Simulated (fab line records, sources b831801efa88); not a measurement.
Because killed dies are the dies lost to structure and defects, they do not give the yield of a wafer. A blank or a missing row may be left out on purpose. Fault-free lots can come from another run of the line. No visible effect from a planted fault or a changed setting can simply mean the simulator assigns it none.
Matching of chambers + flow gf180mcu + cmp-02 running GF_V3_CMP_26: 4 sister chambers
The step polishes, stops on SiO2, t overpolish 15 s, target thk 0 nm. 4 wafers are shown with their chamber, then 6 later ones without.

## WAFERS WITH THEIR CHAMBER
| wafer  | chamber | motor-current-A (A) |
|--------|---------|---------------------|
| L362.2 | 2       | 10.7                |
| L366.1 | 0       | 12.2                |
| L366.3 | 1       | 10.2                |
| L366.4 | 3       | 11.3                |

## WAFERS MISSING THEIR CHAMBER
| wafer  | motor-current-A (A) |
|--------|---------------------|
| L370.2 | 12.7                |
| L370.4 | 10.8                |
| L370.6 | 10.2                |
| L371.3 | 9.7                 |
| L371.5 | 11.4                |
| L371.6 | 10.4                |

## WHICH CHAMBER EACH WENT THROUGH
| wafer  | from the rows above          | in truth |
|--------|------------------------------|----------|
| L370.2 | 0                            | 0        |
| L370.4 | can't be placed: 2 or 3 or 1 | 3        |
| L370.6 | can't be placed: 1 or 2      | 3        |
| L371.3 | can't be placed: 1 or 2      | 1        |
| L371.5 | can't be placed: 3 or 2      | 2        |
| L371.6 | can't be placed: 1 or 2      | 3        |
1 of 6 placed correctly. Cannot be placed on the basis of these rows: 5; the candidates contain the true chamber in 3. Placed wrongly: 0.
How it was worked out, from the rows above alone: a wafer's distance from a chamber is the root of the sum, over the readings, of the square of ((its reading less the chamber's mean) divided by the reading's scatter). The wafer belongs to the nearest chamber; if the next one is less than 2 further off, it can't be placed. A chamber's mean is the mean of its shown wafers. The scatter: with one shown wafer a chamber, the root of the mean of the squares of how far each hidden wafer lies from its nearest shown one.
